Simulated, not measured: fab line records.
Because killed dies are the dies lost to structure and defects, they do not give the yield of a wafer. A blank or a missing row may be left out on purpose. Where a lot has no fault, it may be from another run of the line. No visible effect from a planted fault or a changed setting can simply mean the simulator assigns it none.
A struck lot beside a sound one    flow sfqLine    16 out of 325 route steps
Sound: wafers L504.1, L504.3, L504.6. The struck wafers were L509.2, L509.5, L509.6. Last of all comes the cause.
Per side, at each step with rows, come the tool, then ch with its chambers, and then its first start. Under that, the readings that differ: sound wafers    struck wafers    difference of the means    sigmas: that difference in standard deviations of wafers without a fault.
alike: a reading whose means differ by less than 2 such deviations, as well as words and numbers matching on both sides. not compared: withheld readings; readings where some wafer has no value; bounds like >300 that might hide an equal value; numbers whose values overlap and for which the record gives no deviation.
A row with sigmas, a row that says differs or no value, or rows on one side alone: a step with any of these is where the two part. Numbers that have no deviation but don't overlap get no sigmas and don't part them. A reading that every wafer of one side lacks parts them only if that side has two wafers or more.

SFQ_I6_OVL_MEAS_942:
  sound on overlay-01, day 76 06:54; struck on overlay-02, day 77 11:05
  alike: I6_OVL
SFQ_TRILAYER_I6_VIA_BARC_OPEN_VIA_ETCH_235: etches BARC in O2, target depth 125 nm, time 41.7 s.
  sound on rieDiel-02 ch 0,1, day 76 06:56; struck on rieDiel-04 ch 0,2, day 77 11:07
  alike: drypumpMotorCurrentA, oesProductAu
  not compared: rfHoursCounterH
SFQ_TRILAYER_I6_VIA_ETCH_VIA_ETCH_172: etches SiO2 in CHF3, stops on Nb, target depth 260 nm.
  sound on rieDiel-02 ch 0,1, day 76 06:59; struck on rieDiel-04 ch 0,2, day 77 11:09
  alike: drypumpMotorCurrentA, oesProductAu
SFQ_TRILAYER_I6_VIA_STRIP_STRIP_173: strips in O2.
  sound on rieMetal-04 ch 0,1, day 76 07:05; struck on rieMetal-02 ch 0,1, day 77 11:16
  alike: drypumpMotorCurrentA, oesProductAu, platenTempC
  not compared: rfHoursCounterH
then, 2 steps without rows for these wafers: SFQ_TRILAYER_I6_VIA_STRIP_SOLV_CLEAN_174 (cleans in NMP, time 600 s); SFQ_TRILAYER_M7_DEP_PRE_CLEAN_176 (time 22.5 s).
SFQ_TRILAYER_M7_DEP_SPUTTER_175: material Nb, target thk 200 nm, time 133.3 s.
  sound on pvdSputter-05, day 76 07:53; struck on pvdSputter-05, day 77 12:04
  alike: substrateTempC, throttleValvePct
SFQ_M7_RS_MEAS_943: measurement is done with a four-point probe.
  sound on filmMetro-04, day 76 07:59; struck on filmMetro-03, day 77 12:10
  alike: M7_NB_RS
then, 3 steps without rows for these wafers: SFQ_TRILAYER_M7_LITHO_COAT_182 (resist thk 62 nm); SFQ_TRILAYER_M7_LITHO_COAT_177 (resist thk 600 nm); SFQ_TRILAYER_M7_LITHO_SOFTBAKE_181.
SFQ_TRILAYER_M7_LITHO_EXPOSE_178: exposes mask M7, target cd 500 nm.
  sound on krfScanner-02 ch 0, day 76 13:44; struck on krfScanner-01 ch 0, day 77 13:58
reading                   sound              struck             difference  sigmas
model.M7.overlayXNm (nm)  6.455 6.455 6.455  63.99 63.99 63.99  +57.54      
  alike: mask, stageVelMmS
then, 2 steps without rows for these wafers: SFQ_TRILAYER_M7_LITHO_PEB_180 (peb time 60 s); SFQ_TRILAYER_M7_LITHO_DEVELOP_179 (time 60 s).
SFQ_M7_OVL_MEAS_945:
  sound on overlay-02, day 76 15:14; struck on overlay-01, day 77 15:29
reading      sound    struck    difference  sigmas
M7_OVL (nm)  -2 4 -1  60 65 68  +64         +14
  not compared: hold
SFQ_TRILAYER_M7_BARC_OPEN_METAL_ETCH_229: etches BARC in O2, target depth 125 nm, time 41.7 s.
  sound on rieMetal-01 ch 0,1, day 76 15:16; struck on rieMetal-03 ch 0,1, day 77 21:13
reading  sound  struck                                                                   difference                    sigmas
hold     - - -  awaitDispo/5.7h/release awaitDispo/5.7h/release awaitDispo/5.7h/release  no value on the sound wafers  
  alike: drypumpMotorCurrentA, oesProductAu
  not compared: rfHoursCounterH

## WHERE THEY PART
First at SFQ_M7_OVL_MEAS_945; last, within this record, at SFQ_TRILAYER_M7_BARC_OPEN_METAL_ETCH_229.

WHY: whatever the simulator had introduced
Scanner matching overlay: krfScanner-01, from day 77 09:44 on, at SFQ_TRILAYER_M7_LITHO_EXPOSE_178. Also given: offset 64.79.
